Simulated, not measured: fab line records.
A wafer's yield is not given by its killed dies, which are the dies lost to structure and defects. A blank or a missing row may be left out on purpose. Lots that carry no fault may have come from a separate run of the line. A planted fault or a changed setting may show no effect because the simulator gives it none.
Matching of chambers + flow sky130 + SKY_CONTACT_ETCH_16 on rieDiel-01 has 4 sister chambers
The step etches BARC in N2/H2, stops on SiO2, time 45.9 s, target depth 60 nm. 8 wafers are shown with their chamber, then 10 later ones without.

== WAFERS, EACH WITH ITS CHAMBER ==
| wafer  | chamber | throttleValvePct (%) | oesProductAu (a.u.) |
|--------|---------|----------------------|---------------------|
| L082.4 | 0       | 13.247               | 0.855               |
| L085.3 | 0       | 13.219               | 0.849               |
| L087.3 | 3       | 13.225               | 0.855               |
| L089.1 | 2       | 13.253               | 0.856               |
| L089.3 | 1       | 13.232               | 0.853               |
| L089.6 | 3       | 13.221               | 0.853               |
| L092.1 | 1       | 13.228               | 0.860               |
| L092.2 | 2       | 13.235               | 0.859               |

== WAFERS WHOSE CHAMBER IS MISSING ==
| wafer  | throttleValvePct (%) | oesProductAu (a.u.) |
|--------|----------------------|---------------------|
| L092.3 | 13.222               | 0.846               |
| L093.2 | 13.215               | 0.852               |
| L093.3 | 13.237               | 0.854               |
| L093.4 | 13.216               | 0.856               |
| L094.2 | 13.227               | 0.852               |
| L094.5 | 13.231               | 0.855               |
| L094.6 | 13.214               | 0.847               |
| L096.4 | 13.239               | 0.854               |
| L096.5 | 13.236               | 0.854               |
| L096.6 | 13.215               | 0.848               |

== THE CHAMBER EACH PASSED THROUGH ==
| wafer  | from the rows above               | in truth |
|--------|-----------------------------------|----------|
| L092.3 | can't be placed: 0 or 3 or 1 or 2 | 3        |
| L093.2 | can't be placed: 3 or 0 or 1      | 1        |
| L093.3 | can't be placed: 0 or 1 or 2 or 3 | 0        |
| L093.4 | can't be placed: 3 or 1 or 0 or 2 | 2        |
| L094.2 | can't be placed: 0 or 3 or 1 or 2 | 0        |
| L094.5 | can't be placed: 1 or 3 or 0 or 2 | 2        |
| L094.6 | can't be placed: 3 or 0 or 1 or 2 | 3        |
| L096.4 | can't be placed: 0 or 1 or 2 or 3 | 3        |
| L096.5 | can't be placed: 0 or 1 or 3 or 2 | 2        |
| L096.6 | can't be placed: 3 or 0 or 1 or 2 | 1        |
Correctly placed: 0 of 10. These rows do not allow placing 10 (true chamber among the candidates in 10). Placed wrongly: 0.
How it was worked out, from the rows above alone: a wafer's distance from a chamber is the root of the sum, over the readings, of the square of ((its reading less the chamber's mean) divided by the reading's scatter). The wafer belongs to the nearest chamber; if the next one is less than 2 further off, it can't be placed. A chamber's mean is the mean of its shown wafers. How the scatter is found: for the shown wafers, subtract from each reading the mean of its chamber, square and add these, divide the total by (wafers less chambers), then take the root.
